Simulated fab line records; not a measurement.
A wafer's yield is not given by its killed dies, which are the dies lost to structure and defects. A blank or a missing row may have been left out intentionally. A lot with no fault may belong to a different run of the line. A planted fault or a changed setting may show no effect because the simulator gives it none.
Which of the tools did it? + flow gf180mcu + 7 lots with 20 wafers sampled at 3 steps, on a route of 602 steps

WHAT THE GAUGES READ, wafer by wafer
GF_LVPWELL_OVL_MEAS_07.
| lot  | measured    | on         | LVPWELL_OVL (nm) |
|------|-------------|------------|------------------|
| L907 | day 4 02:38 | overlay-01 | 1.0 1.7 0.4      |
| L909 | day 4 15:37 | overlay-01 | 0.6 -1.1 0.3     |
| L911 | day 5 00:52 | overlay-02 | 3.6 2.2 2.3      |
| L913 | day 5 14:43 | overlay-01 | -0.1 -0.6 2.2    |
| L915 | day 5 23:16 | overlay-02 | -0.9 -1.1 -0.2   |
| L923 | day 7 19:58 | overlay-02 | 0.8 -0.1         |
| L929 | day 9 12:32 | overlay-02 | -1.9 -1.3 -1.4   |

EACH LOT AND THE TOOL THAT RAN IT (in order: tool; ch and the chambers of the sampled wafers; start)
| lot  | GF_STI_CMP_25                | GF_DNWELL_STRIP_08                  |
|------|------------------------------|-------------------------------------|
| L907 | cmp-01 ch 1,2,3, day 2 08:45 | plasma-asher-03 ch 0,1, day 3 00:26 |
| L909 | cmp-02 ch 0,1,3, day 2 19:25 | plasma-asher-02 ch 0,1, day 3 12:52 |
| L911 | cmp-02 ch 1,3, day 3 05:04   | plasma-asher-02 ch 1, day 3 20:31   |
| L913 | cmp-02 ch 0,2,3, day 3 17:40 | plasma-asher-01 ch 0,1, day 4 09:13 |
| L915 | cmp-01 ch 1,3, day 4 01:43   | plasma-asher-01 ch 0,1, day 4 18:22 |
| L923 | cmp-01 ch 0,1, day 5 20:25   | plasma-asher-02 ch 0,1, day 6 12:40 |
| L929 | cmp-02 ch 1,2, day 7 05:49   | plasma-asher-03 ch 0,1, day 8 03:09 |
- GF_STI_CMP_25: polishes, stops on Si3N4, t overpolish 33 s, target thk 524.6 nm.
- GF_DNWELL_STRIP_08: strips in O2/N2.

THE ANSWER, worked out from the rows above alone
Rule: what is usual is taken from the lots themselves. The widest of any qualifying gaps counts: lots, ordered by their means at a reading, are off when they make up no more than a third of the lots, leave a main group of 4 or more, and stand apart from it by 3 or more times the standard deviation of that group's means. Not used: any main group whose means are identical at the precision the tables above print for the reading. Also off: a lot with no number at a reading for which 4 or more lots have one. The other lots that the step has rows for count as sound.
No lot is off at any reading shown: from this, nothing can be told.

WHAT THE SIMULATOR HAD PUT IN
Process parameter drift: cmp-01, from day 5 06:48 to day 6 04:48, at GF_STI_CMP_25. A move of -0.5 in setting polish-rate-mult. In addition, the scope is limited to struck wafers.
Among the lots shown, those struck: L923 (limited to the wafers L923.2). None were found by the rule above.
